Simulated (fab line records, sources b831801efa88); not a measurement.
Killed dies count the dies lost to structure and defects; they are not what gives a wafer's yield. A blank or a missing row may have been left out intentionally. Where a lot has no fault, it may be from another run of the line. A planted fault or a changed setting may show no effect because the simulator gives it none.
fab line records | flow sfq-line
record lots=14 | wafers=42 | last-day=86
route steps=325 shown M2@99 I2@110 I4@163 C5@246 M6@261
lots with no fault: from the same line, run without faults
start-h: hours from the record's opening day to when the first of the lot's shown wafers began | wait-h: how many hours have passed since the lot's step before this one | " unchanged from the row above | L1.1+2: a single row standing in for several wafers | - either no value or no given start | * or withheld: withheld | < > ~ a bound
route shown NAME@n: NAME is a module with steps in the file, n the number in the route of the first one | usual: mean/standard deviation taken from wafers without a fault | same: alike in all rows | chamber/n: place in a boat | sites: the reading at each site | _std_site: standard deviation of those values | _edge_site: outer sites' mean less inner sites' | radius-mm: how far each site lies from the wafer's centre | mask NAME#n: copy n | behind: the tool/chamber that last shaped the wafer | hold: the reason the lot was held/the length of the hold in hours/how it ended | device: the n, p or np transistor that did not switch | end of line: the tests these same wafers got at the end of their route | a step given without rows: its recipe and nothing more | killed: count of dies lost to structure and defects at first sort (not the wafer's yield) | map: a wafer's dies, marking killed ones x, the rest . and places with no die _
set.NAME: the setting that was run; set.NAME@STEP: the one run at that earlier step | model.NAME: the simulator's own value behind a step, which no gauge read
one table for each step of the route and one row for each wafer, over a sample of lots
services: from which hour (start-h, from the record's first day; less than 0 if before it) a tool's chamber was out of use, for how many hours, and why
## steps
# step SFQ_TRILAYER_M2_BARC_OPEN_METAL_ETCH_077
# recipe mask-material=PR | chemistry=O2 | target-depth-nm=125 | target=BARC | icp-w=583.3 | bias-w=80 | pressure-mtorr=10 | time-s=41.7
# usual bias-w=79.98/0.23 | chamber-pressure-mTorr=10.001/0.0089 | drypump-motor-current-A=5.8/0.54 | oes-product-au=0.685/0.0043
lot.wafer | tool         | chamber | start-h | wait-h | bias-w | chamber-pressure-mTorr | drypump-motor-current-A | oes-product-au | rf-hours-counter-h
L297.2    | rie-metal-01 | 1       | 357.82  | 0.0    | 80.12  | 10.009                 | 6.2                     | 0.682          | 32
L297.4    | "            | 0       | "       | "      | 80.38  | 9.997                  | 5.3                     | 0.682          | -
L297.5    | "            | 1       | "       | "      | 79.95  | 10.003                 | 6.2                     | 0.683          | -
L299.3    | rie-metal-03 | 1       | 417.36  | 0.0    | 80.01  | 10.003                 | 6.1                     | 0.682          | -
L299.5    | "            | 0       | "       | "      | 79.62  | 10.004                 | 6.6                     | 0.680          | -
L299.6    | "            | 1       | "       | "      | 80.11  | 10.008                 | 6.1                     | 0.688          | -
L300.3    | rie-metal-01 | 1       | 418.56  | 0.0    | 80.37  | 9.997                  | 6.2                     | 0.685          | -
L300.5    | "            | 1       | "       | "      | 80.27  | 9.997                  | 6.2                     | 0.684          | -
L300.6    | "            | 0       | "       | "      | 79.30  | 10.004                 | 5.3                     | 0.684          | -
L301.2    | rie-metal-01 | 0       | 680.46  | 0.0    | 79.76  | 9.998                  | 5.3                     | 0.680          | 129
L301.3    | "            | 0       | "       | "      | 80.11  | 10.007                 | 5.3                     | 0.684          | -
L301.4    | "            | 1       | "       | "      | 80.27  | 10.002                 | 6.2                     | 0.683          | -
L303.1    | rie-metal-02 | 0       | 714.38  | 0.0    | 79.73  | 9.995                  | 6.1                     | 0.691          | 106
L303.2    | "            | 1       | "       | "      | 80.08  | 10.007                 | 5.2                     | 0.686          | 103
L303.6    | "            | 1       | "       | "      | 79.62  | 10.003                 | 5.2                     | 0.690          | -
L307.1    | rie-metal-03 | 1       | 771.91  | 0.0    | -      | -                      | -                       | -              | -
L307.5    | "            | 1       | "       | "      | -      | -                      | -                       | -              | -
L307.6    | "            | 0       | "       | "      | -      | -                      | -                       | -              | -
L308.1    | rie-metal-01 | 1       | 786.19  | 0.0    | -      | -                      | -                       | -              | -
L308.3    | "            | 1       | "       | "      | -      | -                      | -                       | -              | -
L308.6    | "            | 0       | "       | "      | -      | -                      | -                       | -              | -
L311.2    | rie-metal-01 | 1       | 826.28  | 0.0    | 80.07  | 10.002                 | 6.2                     | 0.687          | 96
L311.4    | "            | 0       | "       | "      | 79.78  | 10.012                 | 5.3                     | 0.688          | -
L311.5    | "            | 0       | "       | "      | 79.91  | 10.013                 | 5.3                     | 0.683          | -
L314.1    | rie-metal-01 | 1       | 833.48  | 0.0    | 79.99  | 10.002                 | 6.2                     | 0.682          | 97
L314.3    | "            | 1       | "       | "      | 79.90  | 10.010                 | 6.2                     | 0.687          | -
L314.4    | "            | 1       | "       | "      | 80.07  | 10.000                 | 6.2                     | 0.685          | -
L315.2    | rie-metal-03 | 0       | 834.68  | 0.0    | 79.94  | 9.997                  | 6.6                     | 0.682          | 43
L315.3    | "            | 0       | "       | "      | 80.44  | 9.992                  | 6.6                     | 0.692          | -
L315.4    | "            | 1       | "       | "      | 79.71  | 10.015                 | 6.1                     | 0.687          | -
L317.1    | rie-metal-02 | 1       | 961.60  | 0.0    | 79.73  | 10.007                 | 5.2                     | 0.684          | 137
L317.3    | "            | 1       | "       | "      | 80.07  | 10.003                 | 5.2                     | 0.687          | -
L317.4    | "            | 1       | "       | "      | 80.15  | 9.999                  | 5.2                     | 0.687          | -
L318.1    | rie-metal-03 | 1       | 964.00  | 0.0    | 80.52  | 10.004                 | 6.1                     | 0.691          | 71
L318.3    | "            | 1       | "       | "      | 80.27  | 9.992                  | 6.1                     | 0.681          | -
L318.4    | "            | 0       | "       | "      | 79.74  | 10.012                 | 6.6                     | 0.685          | -
L319.3    | rie-metal-02 | 1       | 966.44  | 0.1    | 80.34  | 10.015                 | 5.2                     | 0.681          | -
L319.5    | "            | 1       | "       | "      | 80.01  | 10.004                 | 5.2                     | 0.678          | -
L319.6    | "            | 1       | "       | "      | 79.44  | 10.007                 | 5.2                     | 0.688          | -
L320.4    | rie-metal-01 | 1       | 969.27  | 0.5    | 79.83  | 9.998                  | 6.2                     | 0.683          | -
L320.5    | "            | 0       | "       | "      | 79.98  | 9.992                  | 5.3                     | 0.692          | -
L320.6    | "            | 1       | "       | "      | 79.79  | 10.001                 | 6.2                     | 0.689          | -
# step SFQ_TRILAYER_M2_ETCH_METAL_ETCH_060
# recipe target=Nb | stop-on=SiO2 | mask-material=PR | chemistry=Cl2/Ar | target-depth-nm=240 | icp-w=600 | bias-w=80 | pressure-mtorr=10 | time-s=120
# usual bias-w=80.02/0.23 | chamber-pressure-mTorr=10.002/0.0096 | drypump-motor-current-A=5.8/0.54 | oes-product-au=0.894/0.0059
lot.wafer | tool         | chamber | start-h | wait-h | bias-w | chamber-pressure-mTorr | drypump-motor-current-A | oes-product-au | rf-hours-counter-h
L297.2    | rie-metal-01 | 1       | 357.88  | 0.0    | 80.18  | 10.014                 | 6.2                     | 0.898          | 32
L297.4    | "            | 0       | "       | "      | 79.91  | 9.998                  | 5.3                     | 0.899          | -
L297.5    | "            | 1       | "       | "      | 80.12  | 10.016                 | 6.2                     | 0.891          | -
L299.3    | rie-metal-03 | 1       | 417.44  | 0.1    | 79.90  | 9.986                  | 6.1                     | 0.892          | -
L299.5    | "            | 0       | "       | "      | 80.45  | 10.007                 | 6.6                     | 0.888          | -
L299.6    | "            | 1       | "       | "      | 80.05  | 9.985                  | 6.1                     | 0.891          | -
L300.3    | rie-metal-01 | 1       | 418.64  | 0.1    | 80.10  | 10.000                 | 6.2                     | 0.901          | -
L300.5    | "            | 1       | "       | "      | 79.95  | 10.002                 | 6.2                     | 0.891          | -
L300.6    | "            | 0       | "       | "      | 80.01  | 9.998                  | 5.3                     | 0.893          | -
L301.2    | rie-metal-01 | 0       | 680.52  | 0.0    | 79.65  | 9.994                  | 5.3                     | 0.902          | 130
L301.3    | "            | 0       | "       | "      | 79.75  | 9.990                  | 5.3                     | 0.894          | -
L301.4    | "            | 1       | "       | "      | 80.05  | 10.008                 | 6.2                     | 0.888          | -
L303.1    | rie-metal-02 | 0       | 714.44  | 0.0    | 80.19  | 9.992                  | 6.1                     | 0.900          | 106
L303.2    | "            | 1       | "       | "      | 80.07  | 10.009                 | 5.2                     | 0.881          | 104
L303.6    | "            | 1       | "       | "      | 80.21  | 10.008                 | 5.2                     | 0.894          | -
L307.1    | rie-metal-03 | 1       | 771.97  | 0.0    | 80.02  | 10.002                 | 6.1                     | 0.377          | 42
L307.5    | "            | 1       | "       | "      | 80.17  | 10.011                 | 6.1                     | 0.384          | -
L307.6    | "            | 0       | "       | "      | 79.89  | 10.000                 | 6.6                     | 0.376          | -
L308.1    | rie-metal-01 | 1       | 786.25  | 0.0    | 79.81  | 10.015                 | 6.2                     | 0.377          | 89
L308.3    | "            | 1       | "       | "      | 79.48  | 9.983                  | 6.2                     | 0.378          | -
L308.6    | "            | 0       | "       | "      | 80.31  | 10.003                 | 5.3                     | 0.378          | -
L311.2    | rie-metal-01 | 1       | 826.34  | 0.0    | 79.76  | 10.006                 | 6.2                     | 0.890          | 96
L311.4    | "            | 0       | "       | "      | 80.51  | 9.991                  | 5.3                     | 0.890          | -
L311.5    | "            | 0       | "       | "      | 80.17  | 9.999                  | 5.3                     | 0.885          | -
L314.1    | rie-metal-01 | 1       | 833.60  | 0.1    | 80.07  | 9.991                  | 6.2                     | 0.888          | 97
L314.3    | "            | 1       | "       | "      | 80.27  | 10.003                 | 6.2                     | 0.898          | -
L314.4    | "            | 1       | "       | "      | 79.95  | 10.003                 | 6.2                     | 0.899          | -
L315.2    | rie-metal-03 | 0       | 834.74  | 0.0    | 79.99  | 10.003                 | 6.6                     | 0.890          | 43
L315.3    | "            | 0       | "       | "      | 80.02  | 9.995                  | 6.6                     | 0.892          | -
L315.4    | "            | 1       | "       | "      | 80.23  | 9.994                  | 6.1                     | 0.909          | -
L317.1    | rie-metal-02 | 1       | 961.72  | 0.1    | 79.97  | 9.995                  | 5.2                     | 0.884          | 137
L317.3    | "            | 1       | "       | "      | 80.02  | 10.008                 | 5.2                     | 0.892          | -
L317.4    | "            | 1       | "       | "      | 80.23  | 9.993                  | 5.2                     | 0.899          | -
L318.1    | rie-metal-03 | 1       | 964.06  | 0.0    | 79.81  | 10.006                 | 6.1                     | 0.891          | 72
L318.3    | "            | 1       | "       | "      | 79.93  | 10.018                 | 6.1                     | 0.889          | -
L318.4    | "            | 0       | "       | "      | 80.19  | 10.000                 | 6.6                     | 0.889          | -
L319.3    | rie-metal-02 | 1       | 966.61  | 0.1    | 79.80  | 10.010                 | 5.2                     | 0.896          | -
L319.5    | "            | 1       | "       | "      | 79.91  | 10.010                 | 5.2                     | 0.898          | -
L319.6    | "            | 1       | "       | "      | 80.33  | 9.989                  | 5.2                     | 0.896          | -
L320.4    | rie-metal-01 | 1       | 969.35  | 0.1    | 80.05  | 10.010                 | 6.2                     | 0.896          | -
L320.5    | "            | 0       | "       | "      | 80.20  | 9.994                  | 5.3                     | 0.883          | -
L320.6    | "            | 1       | "       | "      | 80.10  | 10.002                 | 6.2                     | 0.890          | -
# step SFQ_TRILAYER_I2_VIA_LITHO_EXPOSE_068
# recipe mask-id=I2 | na=0.6 | source-shape=conventional | sigma-outer=0.65 | target-cd-nm=500 | dose-mj=21.3
# usual exposure-dose-mJ-cm2=21.303/0.02 | focus-offset-nm=0.1/0.53
lot.wafer | tool           | chamber | start-h | wait-h | mask | exposure-dose-mJ-cm2 | focus-offset-nm
L297.2    | krf-scanner-01 | 0       | 471.04  | -      | I2#0 | 21.259               | -0.2
L297.4    | "              | 0       | "       | "      | I2#0 | 21.276               | 0.5
L297.5    | "              | 0       | "       | "      | I2#0 | 21.269               | -0.1
L299.3    | krf-scanner-02 | 0       | 604.56  | -      | I2#0 | 21.297               | 0.7
L299.5    | "              | 0       | "       | "      | I2#0 | 21.286               | 0.8
L299.6    | "              | 0       | "       | "      | I2#0 | 21.326               | 1.0
L300.3    | krf-scanner-01 | 0       | 608.81  | -      | I2#0 | 21.288               | 0.5
L300.5    | "              | 0       | "       | "      | I2#0 | 21.264               | 1.0
L300.6    | "              | 0       | "       | "      | I2#0 | 21.252               | 0.6
L301.2    | krf-scanner-01 | 0       | 696.08  | -      | I2#0 | 21.334               | -0.5
L301.3    | "              | 0       | "       | "      | I2#0 | 21.350               | 0.3
L301.4    | "              | 0       | "       | "      | I2#0 | 21.335               | -0.1
L303.1    | krf-scanner-01 | 0       | 722.78  | -      | I2#0 | 21.285               | -0.2
L303.2    | "              | 0       | "       | "      | I2#0 | 21.281               | -0.9
L303.6    | "              | 0       | "       | "      | I2#0 | 21.282               | -0.4
L307.1    | krf-scanner-01 | -       | 906.07  | -      | I2#0 | -                    | -
L307.5    | "              | -       | "       | "      | I2#0 | -                    | -
L307.6    | "              | -       | "       | "      | I2#0 | -                    | -
L308.1    | krf-scanner-01 | -       | 916.87  | -      | I2#0 | -                    | -
L308.3    | "              | -       | "       | "      | I2#0 | -                    | -
L308.6    | "              | -       | "       | "      | I2#0 | -                    | -
L311.2    | krf-scanner-01 | 0       | 966.27  | -      | I2#0 | 21.291               | 0.8
L311.4    | "              | 0       | "       | "      | I2#0 | 21.284               | 0.4
L311.5    | "              | 0       | "       | "      | I2#0 | 21.315               | 0.9
L314.1    | krf-scanner-01 | 0       | 983.87  | -      | I2#0 | 21.292               | 0.2
L314.3    | "              | 0       | "       | "      | I2#0 | 21.304               | -0.3
L314.4    | "              | 0       | "       | "      | I2#0 | 21.315               | 0.5
L315.2    | krf-scanner-01 | 0       | 988.87  | -      | I2#0 | 21.303               | 0.6
L315.3    | "              | 0       | "       | "      | I2#0 | 21.323               | 0.5
L315.4    | "              | 0       | "       | "      | I2#0 | 21.313               | 0.4
L317.1    | krf-scanner-02 | 0       | 1105.01 | -      | I2#0 | 21.296               | 0.2
L317.3    | "              | 0       | "       | "      | I2#0 | 21.287               | -0.2
L317.4    | "              | 0       | "       | "      | I2#0 | 21.281               | 0.0
L318.1    | krf-scanner-02 | 0       | 1108.61 | -      | I2#0 | 21.311               | 0.1
L318.3    | "              | 0       | "       | "      | I2#0 | 21.278               | 0.2
L318.4    | "              | 0       | "       | "      | I2#0 | 21.273               | 0.4
L319.3    | krf-scanner-02 | 0       | 1111.41 | -      | I2#0 | 21.289               | 0.8
L319.5    | "              | 0       | "       | "      | I2#0 | 21.314               | 0.2
L319.6    | "              | 0       | "       | "      | I2#0 | 21.314               | 1.3
L320.4    | krf-scanner-02 | 0       | 1116.41 | -      | I2#0 | 21.302               | 0.2
L320.5    | "              | 0       | "       | "      | I2#0 | 21.341               | -0.1
L320.6    | "              | 0       | "       | "      | I2#0 | 21.308               | -0.7
# step SFQ_TRILAYER_I4_DEP_PECVD_099
# recipe material=SiO2 | temp-c=150 | time-s=111.11 | pressure-torr=2.4 | rf-w=183.3 | precursor=SiH4/N2O | target-thk-nm=500
# usual heater-power-w=80/13 | throttle-valve-pct=24.2/1.2
lot.wafer | tool     | chamber | start-h | wait-h | heater-power-w | throttle-valve-pct
L297.2    | pecvd-02 | 1       | 926.56  | 0.0    | 89             | 24.7
L297.4    | "        | 1       | "       | "      | 73             | 24.7
L297.5    | "        | 2       | "       | "      | 82             | 25.6
L299.3    | pecvd-04 | 2       | 947.26  | 0.0    | 67             | 24.2
L299.5    | "        | 2       | "       | "      | 71             | 24.0
L299.6    | "        | 0       | "       | "      | 62             | 25.2
L300.3    | pecvd-01 | 2       | 948.16  | 0.0    | 102            | 25.3
L300.5    | "        | 1       | "       | "      | 86             | 23.5
L300.6    | "        | 0       | "       | "      | 82             | 23.0
L301.2    | pecvd-02 | 0       | 1005.56 | 0.0    | 79             | 23.7
L301.3    | "        | 2       | "       | "      | 98             | 22.8
L301.4    | "        | 2       | "       | "      | 97             | 22.7
L303.1    | pecvd-02 | 2       | 1026.69 | 0.0    | 99             | 23.0
L303.2    | "        | 0       | "       | "      | 72             | 24.1
L303.6    | "        | 2       | "       | "      | 101            | 22.4
L307.1    | pecvd-04 | 2       | 1087.89 | 0.0    | 77             | 24.3
L307.5    | "        | 0       | "       | "      | 54             | 25.9
L307.6    | "        | 2       | "       | "      | 78             | 24.6
L308.1    | pecvd-04 | 2       | 1093.89 | 0.0    | 80             | 24.6
L308.3    | "        | 0       | "       | "      | 61             | 25.8
L308.6    | "        | 0       | "       | "      | 62             | 25.9
L311.2    | pecvd-04 | 1       | 1154.11 | 0.0    | 88             | 24.8
L311.4    | "        | 0       | "       | "      | 59             | 26.3
L311.5    | "        | 2       | "       | "      | 73             | 24.5
L314.1    | pecvd-01 | 2       | 1165.79 | 0.0    | 94             | 26.2
L314.3    | "        | 1       | "       | "      | 74             | 23.7
L314.4    | "        | 2       | "       | "      | 99             | 26.2
L315.2    | pecvd-02 | 2       | 1168.61 | 0.0    | 102            | 23.6
L315.3    | "        | 2       | "       | "      | 102            | 23.7
L315.4    | "        | 0       | "       | "      | 83             | 24.2
L317.1    | pecvd-01 | 2       | 1175.83 | 0.0    | 101            | 26.3
L317.3    | "        | 0       | "       | "      | 81             | 23.7
L317.4    | "        | 2       | "       | "      | 100            | 26.0
L318.1    | pecvd-02 | 1       | 1180.61 | 0.0    | 85             | 22.7
L318.3    | "        | 0       | "       | "      | 81             | 24.3
L318.4    | "        | 0       | "       | "      | 85             | 24.1
L319.3    | pecvd-02 | 1       | 1185.41 | 0.0    | 79             | 22.6
L319.5    | "        | 2       | "       | "      | 94             | 23.9
L319.6    | "        | 0       | "       | "      | 75             | 24.3
L320.4    | pecvd-02 | 2       | 1189.05 | 0.0    | 102            | 23.7
L320.5    | "        | 1       | "       | "      | 68             | 22.4
L320.6    | "        | 0       | "       | "      | 73             | 24.2
# step SFQ_C5_OVL_MEAS_937
# usual C5_OVL=1/5.2
lot.wafer | tool       | chamber | start-h | wait-h | C5_OVL[nm]
L297.2    | overlay-02 | -       | 1485.79 | 0.1    | 1
L297.4    | "          | -       | "       | "      | 7
L297.5    | "          | -       | "       | "      | 1
L299.3    | overlay-02 | -       | 1488.19 | 0.1    | 3
L299.5    | "          | -       | "       | "      | 2
L299.6    | "          | -       | "       | "      | -5
L300.3    | overlay-02 | -       | 1489.39 | 0.1    | 1
L300.5    | "          | -       | "       | "      | 0
L300.6    | "          | -       | "       | "      | 2
L301.2    | overlay-01 | -       | 1663.10 | 0.1    | -3
L301.3    | "          | -       | "       | "      | -6
L301.4    | "          | -       | "       | "      | -7
L303.1    | overlay-01 | -       | 1680.89 | 0.1    | 0
L303.2    | "          | -       | "       | "      | 1
L303.6    | "          | -       | "       | "      | 0
L307.1    | overlay-01 | -       | 1796.00 | 0.1    | -
L307.5    | "          | -       | "       | "      | -
L307.6    | "          | -       | "       | "      | -
L308.1    | overlay-01 | -       | 1798.40 | 0.1    | -
L308.3    | "          | -       | "       | "      | -
L308.6    | "          | -       | "       | "      | -
L311.2    | overlay-02 | -       | 1805.61 | 0.1    | 3
L311.4    | "          | -       | "       | "      | 4
L311.5    | "          | -       | "       | "      | 3
L314.1    | overlay-01 | -       | 1815.20 | 0.1    | -4
L314.3    | "          | -       | "       | "      | -5
L314.4    | "          | -       | "       | "      | 7
L315.2    | overlay-02 | -       | 1826.99 | 0.1    | 3
L315.3    | "          | -       | "       | "      | 5
L315.4    | "          | -       | "       | "      | 7
L317.1    | overlay-02 | -       | 1839.49 | 0.1    | 7
L317.3    | "          | -       | "       | "      | -2
L317.4    | "          | -       | "       | "      | 6
L318.1    | overlay-02 | -       | 1840.69 | 0.1    | -1
L318.3    | "          | -       | "       | "      | 2
L318.4    | "          | -       | "       | "      | 5
L319.3    | overlay-02 | -       | 1844.75 | 0.1    | -1
L319.5    | "          | -       | "       | "      | -6
L319.6    | "          | -       | "       | "      | -3
L320.4    | overlay-02 | -       | 1847.16 | 0.1    | -1
L320.5    | "          | -       | "       | "      | 1
L320.6    | "          | -       | "       | "      | 3
# step SFQ_M6_OVL_MEAS_940
# usual M6_OVL=6/4.7
lot.wafer | tool       | chamber | start-h | wait-h | M6_OVL[nm]
L297.2    | overlay-02 | -       | 1618.57 | 0.1    | 5
L297.4    | "          | -       | "       | "      | 7
L297.5    | "          | -       | "       | "      | 6
L299.3    | overlay-02 | -       | 1623.38 | 0.1    | 15
L299.5    | "          | -       | "       | "      | 10
L299.6    | "          | -       | "       | "      | 9
L300.3    | overlay-02 | -       | 1624.70 | 0.1    | -2
L300.5    | "          | -       | "       | "      | -2
L300.6    | "          | -       | "       | "      | 5
L301.2    | overlay-01 | -       | 1702.05 | 0.1    | 0
L301.3    | "          | -       | "       | "      | -1
L301.4    | "          | -       | "       | "      | -1
L303.1    | overlay-01 | -       | 1704.44 | 0.1    | 9
L303.2    | "          | -       | "       | "      | 8
L303.6    | "          | -       | "       | "      | 3
L307.1    | overlay-02 | -       | 1799.45 | 0.1    | -
L307.5    | "          | -       | "       | "      | -
L307.6    | "          | -       | "       | "      | -
L308.1    | overlay-02 | -       | 1802.45 | 0.1    | -
L308.3    | "          | -       | "       | "      | -
L308.6    | "          | -       | "       | "      | -
L311.2    | overlay-02 | -       | 1809.66 | 0.1    | 6
L311.4    | "          | -       | "       | "      | 4
L311.5    | "          | -       | "       | "      | 3
L314.1    | overlay-01 | -       | 1819.39 | 0.1    | 2
L314.3    | "          | -       | "       | "      | 0
L314.4    | "          | -       | "       | "      | 11
L315.2    | overlay-02 | -       | 1830.97 | 0.1    | 9
L315.3    | "          | -       | "       | "      | 11
L315.4    | "          | -       | "       | "      | 7
L317.1    | overlay-02 | -       | 1843.54 | 0.1    | 13
L317.3    | "          | -       | "       | "      | 4
L317.4    | "          | -       | "       | "      | 13
L318.1    | overlay-02 | -       | 1845.94 | 0.1    | 9
L318.3    | "          | -       | "       | "      | 8
L318.4    | "          | -       | "       | "      | 9
L319.3    | overlay-01 | -       | 1850.44 | 0.1    | 3
L319.5    | "          | -       | "       | "      | 10
L319.6    | "          | -       | "       | "      | 7
L320.4    | overlay-02 | -       | 1852.71 | 0.1    | 9
L320.5    | "          | -       | "       | "      | 7
L320.6    | "          | -       | "       | "      | 7
## services
tool           | chamber | start-h | hours | kind
krf-scanner-01 | -       | 341.41  | 1.3   | pm
krf-scanner-01 | -       | 342.95  | 1.8   | repair
krf-scanner-01 | -       | 347.14  | 0.8   | pm
krf-scanner-01 | -       | 361.67  | 0.5   | repair
krf-scanner-01 | -       | 371.14  | 0.9   | repair
krf-scanner-01 | -       | 466.24  | 1.0   | pm
krf-scanner-01 | -       | 515.24  | 0.8   | pm
krf-scanner-01 | -       | 517.19  | 1.3   | pm
krf-scanner-01 | -       | 598.48  | 8.7   | repair
rie-metal-01   | 1       | 616.85  | 12.0  | repair
krf-scanner-01 | -       | 634.81  | 1.0   | pm
krf-scanner-01 | -       | 683.81  | 0.8   | pm
krf-scanner-01 | -       | 684.56  | 4.0   | pm
krf-scanner-01 | -       | 693.38  | 1.3   | pm
rie-metal-01   | -       | 695.73  | 14.6  | pm
rie-metal-01   | -       | 776.70  | 0.8   | repair
krf-scanner-01 | -       | 795.21  | 0.4   | repair
krf-scanner-01 | -       | 804.06  | 1.0   | pm
krf-scanner-01 | -       | 820.41  | 0.7   | repair
krf-scanner-01 | -       | 853.54  | 0.8   | pm
rie-metal-01   | 1       | 1004.32 | 48.7  | repair
rie-metal-01   | -       | 1115.28 | 28.1  | pm
rie-metal-01   | 0       | 1158.35 | 12.4  | repair
rie-metal-01   | -       | 1183.03 | 4.3   | pm
## key
first-sign step=SFQ_TRILAYER_M2_BARC_OPEN_METAL_ETCH_077 | reading=tool-record | direction=missing
effect step=SFQ_TRILAYER_M2_ETCH_METAL_ETCH_060 | reading=oes-product-au | direction=down | sigmas=88 | usual=0.894 | struck=0.378
effect step=SFQ_TRILAYER_I2_VIA_LITHO_EXPOSE_068 | reading=tool-record | direction=missing
met-at SFQ_TRILAYER_M2_BARC_OPEN_METAL_ETCH_077
struck-lots L307,L308
not-acting-at SFQ_TRILAYER_I4_DEP_PECVD_099,SFQ_C5_OVL_MEAS_937,SFQ_M6_OVL_MEAS_940
onset-between 680.46 771.91
fault kind=skipped-step-whole | tool=rie-metal-01,rie-metal-03 | chamber=- | onset-h=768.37 | steps=SFQ_TRILAYER_M2_BARC_OPEN_METAL_ETCH_077 | scope=struck-lots-only
